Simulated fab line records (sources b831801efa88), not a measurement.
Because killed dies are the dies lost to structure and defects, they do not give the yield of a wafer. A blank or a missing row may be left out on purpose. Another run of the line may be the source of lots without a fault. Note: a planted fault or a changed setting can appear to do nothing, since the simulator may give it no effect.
fab line records	flow sky130
record lots=13	wafers=39	last_day=50
route steps=708 shown LI_CONTACT@380 VIA4@657 PASSIVATION@681 PAD_OPEN@707
lots that met no fault: from a run of the same line without faults
start_h: hours from the record's opening day to when the first of the lot's shown wafers began	wait_h: hours from the lot's prior step to this one	" unchanged from the row above	L1.1+2: a row that stands for several wafers	- value missing, or start not given	* or withheld: withheld	< > ~ a bound
route shown NAME@n: a module of which the file shows steps, and the number in the route of the first	usual: the fault-free wafers' mean and standard deviation	same: alike in all rows	chamber/n: place in a boat	sites: the reading at each site	_std_site: the standard deviation of these	_edge_site: inner sites' mean taken away from outer sites' mean	radius_mm: for every site, how far away it sits from the centre of the wafer	mask NAME#n: copy n	behind: tool/chamber where the wafer was last shaped	hold: cause of the lot's hold/its duration in hours/its outcome	device: transistor that didn't switch, given as n, p or np	end of line: the same wafers' tests at the end of the route	a step without rows: its recipe alone	killed: dies lost to structure and defects at the first sort, not the wafer's yield	map: shows each die of a wafer: x if killed, . if not, _ if none is there
set.NAME: the setting that was run; set.NAME@STEP: the one run at that earlier step	model.NAME: the simulator's own value behind a step, which no gauge read
steps of the route over a sample of lots; a table a step, a row a wafer
services: when a tool's chamber went out of use (start_h, in hours from the record's first day, below 0 if earlier), for how many hours, and the reason
## steps
# step SKY_LI_CONTACT_PRE_CLEAN_18
# recipe gas=Ar	time_s=5.6	bias_v=358
# usual bias_v=358/3.6
lot.wafer	tool	chamber	start_h	wait_h	bias_v
L278.1	pvd_sputter-04	-	672.14	0.0	360
L278.2	"	-	"	"	359
L278.5	"	-	"	"	361
L279.1	pvd_sputter-03	-	675.05	0.0	362
L279.4	"	-	"	"	364
L279.5	"	-	"	"	359
L283.2	pvd_sputter-04	-	724.00	0.0	358
L283.4	"	-	"	"	361
L283.5	"	-	"	"	363
L282.3	pvd_sputter-03	-	725.57	0.0	364
L282.4	"	-	"	"	361
L282.6	"	-	"	"	350
L286.1	pvd_sputter-03	-	742.75	0.0	356
L286.3	"	-	"	"	359
L286.5	"	-	"	"	359
L287.1	pvd_sputter-03	-	744.20	0.0	360
L287.5	"	-	"	"	353
L287.6	"	-	"	"	353
L288.1	pvd_sputter-04	-	757.56	0.0	358
L288.3	"	-	"	"	359
L288.5	"	-	"	"	357
L291.1	pvd_sputter-03	-	789.78	0.0	364
L291.2	"	-	"	"	365
L291.4	"	-	"	"	365
L292.2	pvd_sputter-04	-	791.04	0.0	359
L292.3	"	-	"	"	355
L292.6	"	-	"	"	357
L294.2	pvd_sputter-04	-	808.15	0.0	364
L294.3	"	-	"	"	363
L294.4	"	-	"	"	356
L296.2	pvd_sputter-03	-	827.36	0.0	359
L296.5	"	-	"	"	356
L296.6	"	-	"	"	364
L297.2	pvd_sputter-04	-	832.55	0.0	356
L297.3	"	-	"	"	356
L297.5	"	-	"	"	360
L298.2	pvd_sputter-03	-	834.29	0.0	359
L298.3	"	-	"	"	363
L298.5	"	-	"	"	354
# step SKY_VIA4_CVD_18
# recipe material=W	target_thk_nm=505	time_s=152.14	temp_c=400	pressure_torr=40
# usual heater_power_w=881/58
lot.wafer	tool	chamber	start_h	wait_h	heater_power_w	since_wet_clean_h
L278.1	cvd_w-02	0	1002.12	0.0	754	84
L278.2	"	1	"	"	888	84
L278.5	"	0	"	"	752	-
L279.1	cvd_w-02	0	1004.95	0.0	756	87
L279.4	"	0	"	"	766	-
L279.5	"	0	"	"	766	-
L283.2	cvd_w-01	1	1044.78	0.0	910	641
L283.4	"	0	"	"	922	-
L283.5	"	0	"	"	950	-
L282.3	cvd_w-02	0	1045.90	0.1	768	-
L282.4	"	1	"	"	883	-
L282.6	"	1	"	"	897	-
L286.1	cvd_w-02	0	1062.60	0.0	733	145
L286.3	"	1	"	"	889	-
L286.5	"	0	"	"	777	-
L287.1	cvd_w-01	0	1062.94	0.0	933	659
L287.5	"	1	"	"	900	-
L287.6	"	0	"	"	894	-
L288.1	cvd_w-01	1	1069.86	0.0	898	666
L288.3	"	1	"	"	905	-
L288.5	"	0	"	"	928	-
L291.1	cvd_w-01	0	1095.01	0.0	942	691
L291.2	"	1	"	"	913	691
L291.4	"	0	"	"	911	-
L292.2	cvd_w-02	1	1095.73	0.0	866	178
L292.3	"	1	"	"	904	-
L292.6	"	0	"	"	755	-
L294.2	cvd_w-01	1	1110.92	0.1	890	-
L294.3	"	1	"	"	898	-
L294.4	"	1	"	"	868	-
L296.2	cvd_w-02	0	1123.71	0.0	777	206
L296.5	"	0	"	"	749	-
L296.6	"	1	"	"	881	-
L297.2	cvd_w-01	1	1130.46	0.0	890	726
L297.3	"	0	"	"	950	-
L297.5	"	1	"	"	902	-
L298.2	cvd_w-01	1	1130.90	0.0	881	727
L298.3	"	1	"	"	879	-
L298.5	"	1	"	"	903	-
# step SKY_PASSIVATION_CVD_00
# recipe material=SiO2	target_thk_nm=90	temp_c=400	time_s=withheld	rf_w=600
# usual heater_power_w=657/82	rf_fwd_power_W=589/3.4
lot.wafer	tool	chamber	start_h	wait_h	heater_power_w	rf_fwd_power_W
L278.1	pecvd-01	0	1026.86	0.0	686	591
L278.2	"	2	"	"	678	591
L278.5	"	1	"	"	488	587
L279.1	pecvd-01	1	1029.33	0.0	522	586
L279.4	"	2	"	"	614	593
L279.5	"	1	"	"	528	585
L283.2	pecvd-02	0	1067.64	0.0	716	585
L283.4	"	1	"	"	592	587
L283.5	"	0	"	"	706	587
L282.3	pecvd-04	2	1068.16	0.0	813	590
L282.4	"	2	"	"	802	589
L282.6	"	1	"	"	696	587
L286.1	pecvd-01	1	1085.05	0.0	489	587
L286.3	"	2	"	"	636	591
L286.5	"	0	"	"	712	594
L287.1	pecvd-02	0	1085.16	0.0	615	592
L287.5	"	0	"	"	624	592
L287.6	"	1	"	"	620	585
L288.1	pecvd-02	0	1091.49	0.0	735	586
L288.3	"	1	"	"	621	586
L288.5	"	1	"	"	612	581
L291.1	pecvd-02	1	1117.39	0.0	553	585
L291.2	"	2	"	"	672	595
L291.4	"	2	"	"	710	594
L292.2	pecvd-04	1	1118.18	0.0	671	587
L292.3	"	2	"	"	752	591
L292.6	"	2	"	"	765	591
L294.2	pecvd-01	2	1131.97	0.0	643	589
L294.3	"	0	"	"	687	590
L294.4	"	1	"	"	559	583
L296.2	pecvd-04	0	1144.35	0.0	788	587
L296.5	"	2	"	"	653	590
L296.6	"	0	"	"	617	590
L297.2	pecvd-04	0	1150.90	0.0	643	589
L297.3	"	1	"	"	605	589
L297.5	"	1	"	"	612	587
L298.2	pecvd-02	0	1151.90	0.0	604	590
L298.3	"	2	"	"	623	596
L298.5	"	2	"	"	610	592
# step SKY_PAD_OPEN_BOW_MEAS_13
# recipe mode=bow
# usual PAD_OPEN_BOW=46/9
lot.wafer	tool	chamber	start_h	wait_h	PAD_OPEN_BOW[um]
L278.1	film_metro-04	-	1072.21	-	41
L278.2	"	-	"	"	31
L278.5	"	-	"	"	29
L279.1	film_metro-01	-	1074.74	-	43
L279.4	"	-	"	"	31
L279.5	"	-	"	"	31
L283.2	film_metro-04	-	1111.00	-	39
L283.4	"	-	"	"	46
L283.5	"	-	"	"	44
L282.3	film_metro-01	-	1112.11	-	46
L282.4	"	-	"	"	45
L282.6	"	-	"	"	41
L286.1	film_metro-01	-	1128.60	-	55
L286.3	"	-	"	"	51
L286.5	"	-	"	"	44
L287.1	film_metro-04	-	1130.10	-	42
L287.5	"	-	"	"	44
L287.6	"	-	"	"	45
L288.1	film_metro-04	-	1133.67	-	57
L288.3	"	-	"	"	41
L288.5	"	-	"	"	49
L291.1	film_metro-03	-	1157.15	-	67
L291.2	"	-	"	"	65
L291.4	"	-	"	"	71
L292.2	film_metro-04	-	1158.67	-	39
L292.3	"	-	"	"	46
L292.6	"	-	"	"	40
L294.2	film_metro-03	-	1170.07	-	45
L294.3	"	-	"	"	46
L294.4	"	-	"	"	28
L296.2	film_metro-03	-	1180.90	-	62
L296.5	"	-	"	"	47
L296.6	"	-	"	"	38
L297.2	film_metro-01	-	1187.38	-	48
L297.3	"	-	"	"	48
L297.5	"	-	"	"	43
L298.2	film_metro-03	-	1187.80	-	44
L298.3	"	-	"	"	54
L298.5	"	-	"	"	44
# step SKY_PAD_OPEN_PROBE_99
# usual killed_at_M0_to_M3=44/6.9	killed_at_M4_up=3.3/1.8	killed_at_contacts=24/5	killed_at_front_end=16/4.6	killed_at_other=0.2/0.42	killed_dies=88/9.2	killed_open=48/7.3	killed_short=40/6.5
# same gross_dies=492	killed_at_back_side=0
lot.wafer	tool	chamber	start_h	wait_h	hold	killed_at_M0_to_M3	killed_at_M4_up	killed_at_contacts	killed_at_front_end	killed_at_other	killed_dies	killed_open	killed_short
L278.1	prober-01	-	1072.33	0.1	-	45	4	23	13	0	85	40	45
L278.2	prober-01	-	1072.38	0.1	-	47	8	27	14	0	96	48	48
L278.5	prober-01	-	1072.53	0.2	-	53	5	30	18	0	106	55	51
L279.1	prober-02	-	1074.86	0.1	-	36	4	16	15	0	71	33	38
L279.4	prober-02	-	1075.01	0.2	-	44	4	19	26	0	93	51	42
L279.5	prober-02	-	1075.06	0.2	-	33	3	25	19	0	80	45	35
L283.2	prober-01	-	1111.15	0.1	-	40	4	18	20	0	82	52	30
L283.4	prober-01	-	1111.25	0.2	-	39	4	29	17	0	89	40	48
L283.5	prober-01	-	1111.30	0.2	-	44	3	21	22	1	91	52	39
L282.3	prober-02	-	1112.29	0.2	-	35	3	25	19	0	82	44	38
L282.4	prober-02	-	1112.34	0.2	-	48	4	21	19	0	92	51	40
L282.6	prober-02	-	1112.44	0.2	-	39	3	20	14	0	76	40	35
L286.1	prober-01	-	1128.72	0.1	-	50	4	23	20	0	97	51	45
L286.3	prober-01	-	1128.82	0.2	-	45	0	17	12	0	74	39	35
L286.5	prober-01	-	1128.92	0.2	-	38	4	27	12	1	82	38	44
L287.1	prober-02	-	1130.22	0.1	-	54	2	24	16	1	97	50	45
L287.5	prober-02	-	1130.42	0.2	-	49	3	32	11	1	96	48	46
L287.6	prober-02	-	1130.47	0.2	-	38	1	32	23	1	95	50	45
L288.1	prober-01	-	1133.79	0.1	-	46	8	28	7	0	89	46	43
L288.3	prober-01	-	1133.89	0.2	-	46	7	25	15	0	93	63	30
L288.5	prober-01	-	1133.99	0.2	-	50	5	29	17	0	101	61	40
L291.1	prober-02	-	1157.27	0.1	-	43	1	25	15	0	84	50	34
L291.2	prober-02	-	1157.32	0.1	-	37	3	29	12	0	81	40	41
L291.4	prober-02	-	1157.42	0.2	-	47	4	34	13	0	98	49	49
L292.2	prober-01	-	1158.82	0.1	-	56	3	28	16	1	104	59	44
L292.3	prober-01	-	1158.87	0.2	-	42	6	28	19	0	95	47	47
L292.6	prober-01	-	1159.02	0.2	-	45	3	19	14	1	82	51	30
L294.2	prober-01	-	1170.22	0.1	-	41	2	26	16	0	85	42	43
L294.3	prober-01	-	1170.27	0.2	-	52	3	29	12	1	97	58	38
L294.4	prober-01	-	1170.32	0.2	-	49	4	29	11	1	94	53	41
L296.2	prober-02	-	1181.05	0.1	await_dispo/4.3h/release	46	3	71	15	0	135	54	33
L296.5	prober-02	-	1181.20	0.2	await_dispo/4.3h/release	33	4	22	24	0	83	41	42
L296.6	prober-02	-	1181.25	0.2	await_dispo/4.3h/release	47	5	17	12	0	81	48	32
L297.2	prober-02	-	1187.53	0.1	-	42	0	16	20	0	78	48	30
L297.3	prober-02	-	1187.58	0.2	-	40	2	35	18	1	96	52	44
L297.5	prober-02	-	1187.68	0.2	-	38	2	22	11	0	73	42	31
L298.2	prober-01	-	1187.95	0.1	await_dispo/3.0h/release	54	2	16	15	0	87	47	39
L298.3	prober-01	-	1188.00	0.2	await_dispo/3.0h/release	42	3	28	20	0	93	43	50
L298.5	prober-01	-	1188.10	0.2	await_dispo/3.0h/release	42	3	74	15	0	134	52	34
# killed by level:class
L278.1 VIA1:geometric_particle:open=10 CONTACT:geometric_particle:open=9 METAL2:geometric_particle:short=9 CONTACT:geometric_particle:short=7 FIELD_ISO:geometric_particle:short=5 METAL1:geometric_particle:short=5 LOCAL_INTERCONNECT:geometric_particle:short=4 VIA1:geometric_particle:short=4
L278.2 CONTACT:geometric_particle:open=18 VIA1:geometric_particle:short=11 VIA1:geometric_particle:open=8 VIA3:geometric_particle:short=6 POLY_GATE:geometric_particle:open=5 CONTACT:geometric_particle:short=5 METAL1:geometric_particle:short=5 METAL4:geometric_particle:short=5
L278.5 VIA1:geometric_particle:open=10 CONTACT:geometric_particle:open=10 LI_CONTACT:geometric_particle:open=9 CONTACT:geometric_particle:short=7 METAL1:geometric_particle:short=7 VIA2:geometric_particle:open=7 FIELD_ISO:geometric_particle:open=6 METAL2:geometric_particle:short=6
L279.1 VIA3:geometric_particle:open=10 VIA1:geometric_particle:short=7 LOCAL_INTERCONNECT:geometric_particle:short=6 VIA1:geometric_particle:open=6 METAL1:geometric_particle:short=5 FIELD_ISO:geometric_particle:short=4 POLY_GATE:geometric_particle:open=4 FIELD_ISO:geometric_particle:open=3
L279.4 VIA1:geometric_particle:open=10 LI_CONTACT:geometric_particle:open=7 VIA3:geometric_particle:open=7 FIELD_ISO:geometric_particle:short=6 POLY_GATE:geometric_particle:open=6 VIA2:geometric_particle:open=6 POLY_GATE:geometric_particle:short=5 CONTACT:geometric_particle:open=5
L279.5 LI_CONTACT:geometric_particle:open=9 CONTACT:geometric_particle:open=8 VIA3:geometric_particle:open=7 FIELD_ISO:geometric_particle:open=6 VIA1:geometric_particle:open=6 VIA2:geometric_particle:open=5 FIELD_ISO:geometric_particle:short=4 POLY_GATE:geometric_particle:short=4
L283.2 VIA2:geometric_particle:open=9 VIA3:geometric_particle:open=8 LI_CONTACT:geometric_particle:open=8 VIA1:geometric_particle:open=7 CONTACT:geometric_particle:open=6 FIELD_ISO:geometric_particle:short=5 POLY_GATE:geometric_particle:open=4 POLY_GATE:geometric_particle:short=4
L283.4 LI_CONTACT:geometric_particle:open=8 CONTACT:geometric_particle:short=8 CONTACT:geometric_particle:open=7 VIA1:geometric_particle:short=7 VIA2:geometric_particle:open=7 FIELD_ISO:geometric_particle:short=4 POLY_GATE:geometric_particle:short=4 VIA1:geometric_particle:open=4
L283.5 CONTACT:geometric_particle:open=12 VIA1:geometric_particle:open=12 FIELD_ISO:geometric_particle:open=7 POLY_GATE:geometric_particle:short=7 VIA2:geometric_particle:open=7 POLY_GATE:geometric_particle:open=5 METAL1:geometric_particle:short=5 METAL2:geometric_particle:short=5
L282.3 CONTACT:geometric_particle:open=9 VIA1:geometric_particle:open=7 CONTACT:geometric_particle:short=6 METAL1:geometric_particle:short=6 FIELD_ISO:geometric_particle:open=5 METAL2:geometric_particle:short=5 POLY_GATE:geometric_particle:short=4 LI_CONTACT:geometric_particle:open=4
L282.4 VIA2:geometric_particle:open=10 CONTACT:geometric_particle:open=9 METAL1:geometric_particle:short=7 LI_CONTACT:geometric_particle:open=6 VIA1:geometric_particle:open=6 VIA3:geometric_particle:open=6 FIELD_ISO:geometric_particle:open=5 VIA1:geometric_particle:short=5
L282.6 VIA1:geometric_particle:open=7 CONTACT:geometric_particle:open=6 VIA2:geometric_particle:open=6 LI_CONTACT:geometric_particle:open=5 VIA3:geometric_particle:open=5 POLY_GATE:geometric_particle:open=4 CONTACT:geometric_particle:short=4 METAL1:geometric_particle:short=4
L286.1 VIA1:geometric_particle:open=10 CONTACT:geometric_particle:open=9 LI_CONTACT:geometric_particle:open=8 METAL3:geometric_particle:short=8 POLY_GATE:geometric_particle:open=7 VIA2:geometric_particle:open=5 METAL1:geometric_particle:short=5 VIA1:geometric_particle:short=5
L286.3 VIA1:geometric_particle:open=12 VIA2:geometric_particle:open=7 METAL1:geometric_particle:short=6 VIA3:geometric_particle:open=6 VIA1:geometric_particle:short=5 CONTACT:geometric_particle:open=5 CONTACT:geometric_particle:short=4 FIELD_ISO:geometric_particle:short=3
L286.5 CONTACT:geometric_particle:open=12 LOCAL_INTERCONNECT:geometric_particle:short=7 VIA1:geometric_particle:open=7 METAL2:geometric_particle:short=6 FIELD_ISO:geometric_particle:short=5 POLY_GATE:geometric_particle:short=4 METAL1:geometric_particle:short=4 VIA2:geometric_particle:open=4
L287.1 VIA1:geometric_particle:short=11 VIA1:geometric_particle:open=11 VIA2:geometric_particle:open=10 CONTACT:geometric_particle:open=9 METAL2:geometric_particle:short=9 FIELD_ISO:geometric_particle:open=4 POLY_GATE:geometric_particle:open=4 LOCAL_INTERCONNECT:geometric_particle:short=4
L287.5 VIA1:geometric_particle:open=13 CONTACT:geometric_particle:open=10 VIA2:geometric_particle:open=7 LI_CONTACT:geometric_particle:open=6 LOCAL_INTERCONNECT:geometric_particle:short=6 CONTACT:geometric_particle:short=6 METAL1:geometric_particle:short=6 VIA1:geometric_particle:short=6
L287.6 LI_CONTACT:geometric_particle:open=12 VIA3:geometric_particle:open=8 LOCAL_INTERCONNECT:geometric_particle:short=8 FIELD_ISO:geometric_particle:open=6 VIA1:geometric_particle:open=6 METAL1:geometric_particle:short=5 VIA1:geometric_particle:short=5 METAL2:geometric_particle:short=5
L288.1 VIA3:geometric_particle:open=11 VIA1:geometric_particle:open=11 CONTACT:geometric_particle:open=8 METAL2:geometric_particle:short=7 METAL4:geometric_particle:short=7 LI_CONTACT:geometric_particle:open=6 LOCAL_INTERCONNECT:geometric_particle:short=6 METAL1:geometric_particle:short=6
L288.3 VIA1:geometric_particle:open=18 LI_CONTACT:geometric_particle:open=11 VIA3:geometric_particle:open=7 CONTACT:geometric_particle:open=6 POLY_GATE:geometric_particle:open=5 METAL2:geometric_particle:short=5 VIA2:geometric_particle:open=5 METAL4:geometric_particle:short=5
L288.5 CONTACT:geometric_particle:open=15 VIA3:geometric_particle:open=11 FIELD_ISO:geometric_particle:open=8 VIA1:geometric_particle:open=8 LI_CONTACT:geometric_particle:open=6 LOCAL_INTERCONNECT:geometric_particle:short=6 METAL1:geometric_particle:short=5 VIA1:geometric_particle:short=5
L291.1 CONTACT:geometric_particle:open=11 VIA2:geometric_particle:open=7 LI_CONTACT:geometric_particle:open=6 POLY_GATE:geometric_particle:open=5 VIA1:geometric_particle:short=5 VIA1:geometric_particle:open=5 METAL2:geometric_particle:short=5 VIA3:geometric_particle:open=5
L291.2 VIA1:geometric_particle:open=10 LOCAL_INTERCONNECT:geometric_particle:short=9 CONTACT:geometric_particle:short=7 CONTACT:geometric_particle:open=7 METAL1:geometric_particle:short=6 VIA3:geometric_particle:open=6 POLY_GATE:geometric_particle:short=4 LI_CONTACT:geometric_particle:open=4
L291.4 VIA1:geometric_particle:open=14 LI_CONTACT:geometric_particle:open=9 CONTACT:geometric_particle:short=9 VIA3:geometric_particle:open=8 CONTACT:geometric_particle:open=8 METAL1:geometric_particle:short=5 LOCAL_INTERCONNECT:geometric_particle:short=5 METAL2:geometric_particle:short=5
L292.2 VIA3:geometric_particle:open=12 LI_CONTACT:geometric_particle:open=10 VIA1:geometric_particle:open=9 CONTACT:geometric_particle:open=8 METAL2:geometric_particle:short=8 VIA2:geometric_particle:open=7 VIA3:geometric_particle:short=7 FIELD_ISO:geometric_particle:short=5
L292.3 CONTACT:geometric_particle:open=11 METAL1:geometric_particle:short=10 METAL2:geometric_particle:short=8 VIA1:geometric_particle:open=8 LI_CONTACT:geometric_particle:open=6 VIA3:geometric_particle:open=6 POLY_GATE:geometric_particle:short=4 LOCAL_INTERCONNECT:geometric_particle:short=4
L292.6 VIA1:geometric_particle:open=14 CONTACT:geometric_particle:open=10 VIA2:geometric_particle:open=8 FIELD_ISO:geometric_particle:short=7 CONTACT:geometric_particle:short=4 VIA3:geometric_particle:open=4 POLY_GATE:geometric_particle:open=3 METAL1:geometric_particle:open=3
L294.2 METAL1:geometric_particle:short=11 CONTACT:geometric_particle:open=9 VIA1:geometric_particle:open=9 VIA3:geometric_particle:open=5 FIELD_ISO:geometric_particle:short=4 FIELD_ISO:geometric_particle:open=4 LI_CONTACT:geometric_particle:open=4 LI_CONTACT:geometric_particle:short=4
L294.3 CONTACT:geometric_particle:open=13 VIA1:geometric_particle:open=11 VIA2:geometric_particle:open=10 LI_CONTACT:geometric_particle:open=7 LOCAL_INTERCONNECT:geometric_particle:short=5 METAL1:geometric_particle:short=5 VIA1:geometric_particle:short=5 METAL2:geometric_particle:short=5
L294.4 VIA1:geometric_particle:open=14 CONTACT:geometric_particle:open=8 LOCAL_INTERCONNECT:geometric_particle:short=7 LI_CONTACT:geometric_particle:open=7 METAL1:geometric_particle:short=7 VIA2:geometric_particle:open=7 VIA3:geometric_particle:open=5 METAL2:geometric_particle:short=5
L296.2 LI_CONTACT:unspecified=48 LI_CONTACT:geometric_particle:open=11 VIA1:geometric_particle:open=9 VIA3:geometric_particle:open=7 METAL1:geometric_particle:short=6 POLY_GATE:geometric_particle:short=6 CONTACT:geometric_particle:open=5 METAL2:geometric_particle:short=4
L296.5 VIA1:geometric_particle:open=7 POLY_GATE:geometric_particle:short=6 LI_CONTACT:geometric_particle:open=6 VIA2:geometric_particle:open=6 FIELD_ISO:geometric_particle:short=5 LOCAL_INTERCONNECT:geometric_particle:short=5 CONTACT:geometric_particle:open=5 METAL2:geometric_particle:short=5
L296.6 VIA1:geometric_particle:open=12 VIA2:geometric_particle:open=11 CONTACT:geometric_particle:open=9 VIA3:geometric_particle:open=7 METAL1:geometric_particle:short=5 METAL2:geometric_particle:short=5 FIELD_ISO:geometric_particle:short=4 METAL4:geometric_particle:short=3
L297.2 VIA1:geometric_particle:open=10 VIA2:geometric_particle:open=7 FIELD_ISO:geometric_particle:open=6 LI_CONTACT:geometric_particle:open=6 VIA3:geometric_particle:open=6 VIA1:geometric_particle:short=5 POLY_GATE:geometric_particle:short=4 CONTACT:geometric_particle:open=4
L297.3 CONTACT:geometric_particle:open=11 VIA1:geometric_particle:open=9 FIELD_ISO:geometric_particle:open=8 LOCAL_INTERCONNECT:geometric_particle:short=7 LI_CONTACT:geometric_particle:open=6 LI_CONTACT:geometric_particle:short=5 CONTACT:geometric_particle:short=5 METAL1:geometric_particle:short=5
L297.5 LI_CONTACT:geometric_particle:open=7 CONTACT:geometric_particle:open=7 VIA1:geometric_particle:open=7 METAL2:geometric_particle:short=6 FIELD_ISO:geometric_particle:open=5 METAL3:geometric_particle:short=5 VIA3:geometric_particle:open=5 CONTACT:geometric_particle:short=4
L298.2 VIA1:geometric_particle:open=10 VIA2:geometric_particle:open=10 VIA1:geometric_particle:short=8 VIA3:geometric_particle:open=7 LI_CONTACT:geometric_particle:open=6 METAL1:geometric_particle:short=6 CONTACT:geometric_particle:open=5 FIELD_ISO:geometric_particle:short=4
L298.3 CONTACT:geometric_particle:short=8 CONTACT:geometric_particle:open=8 LI_CONTACT:geometric_particle:open=7 VIA2:geometric_particle:short=6 METAL2:geometric_particle:short=6 VIA3:geometric_particle:open=6 POLY_GATE:geometric_particle:open=5 POLY_GATE:geometric_particle:short=5
L298.5 LI_CONTACT:unspecified=48 VIA1:geometric_particle:open=14 LI_CONTACT:geometric_particle:open=10 VIA3:geometric_particle:open=8 FIELD_ISO:geometric_particle:open=6 CONTACT:geometric_particle:open=6 LOCAL_INTERCONNECT:geometric_particle:short=6 CONTACT:geometric_particle:short=4
## services
tool	chamber	start_h	hours	kind
cvd_w-02	-	687.51	2.8	pm
pvd_sputter-03	-	697.02	0.5	repair
cvd_w-01	-	735.42	2.8	pm
pecvd-02	-	737.15	2.8	pm
pvd_sputter-04	-	737.39	2.1	repair
cvd_w-01	-	746.37	1.7	repair
cvd_w-01	-	780.59	0.9	repair
pvd_sputter-04	-	799.44	1.1	repair
pvd_sputter-04	-	820.51	9.1	repair
cvd_w-01	1	828.44	9.1	repair
pecvd-02	-	841.72	0.5	repair
pvd_sputter-04	-	862.87	2.7	repair
cvd_w-02	-	892.44	0.8	repair
pvd_sputter-03	-	902.39	0.8	repair
cvd_w-02	-	904.00	14.0	pm
pvd_sputter-03	-	904.13	4.3	repair
pvd_sputter-03	-	915.63	1.9	repair
pvd_sputter-03	-	991.09	14.2	repair
cvd_w-01	-	1005.75	14.6	pm
cvd_w-01	-	1048.05	0.7	repair
cvd_w-01	0	1108.78	2.3	repair
cvd_w-02	-	1137.59	0.4	repair
pvd_sputter-04	-	1142.28	2.2	repair
cvd_w-02	-	1150.31	14.6	pm
## key
first_sign step=SKY_PAD_OPEN_PROBE_99	reading=killed_at_contacts	direction=up	sigmas=9.7	usual=24	struck=72
effect step=SKY_PAD_OPEN_PROBE_99	reading=killed_dies	direction=up	sigmas=5.1	usual=88	struck=134
met_at SKY_LI_CONTACT_PRE_CLEAN_18
struck_lots L296,L298
struck_wafers L296.2,L298.5
tester_left_out L296,L298
not_acting_at SKY_VIA4_CVD_18,SKY_PASSIVATION_CVD_00,SKY_PAD_OPEN_BOW_MEAS_13
onset_between 725.57 827.36
fault kind=chamber_particle_source	tool=pvd_sputter-03	chamber=-	onset_h=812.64	steps=SKY_LI_CONTACT_PRE_CLEAN_18	rate_per_visit_cm2=0.76299	end_h=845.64	scope=struck_wafers_only
# tester_left_out: of these lots the tester's yield and bins aren't shown, on N5 and GAA mostly nor the transistor test; their killed dies are dies lost to structure and defects alone, not to doping, threshold or leakage, so they don't give the yield
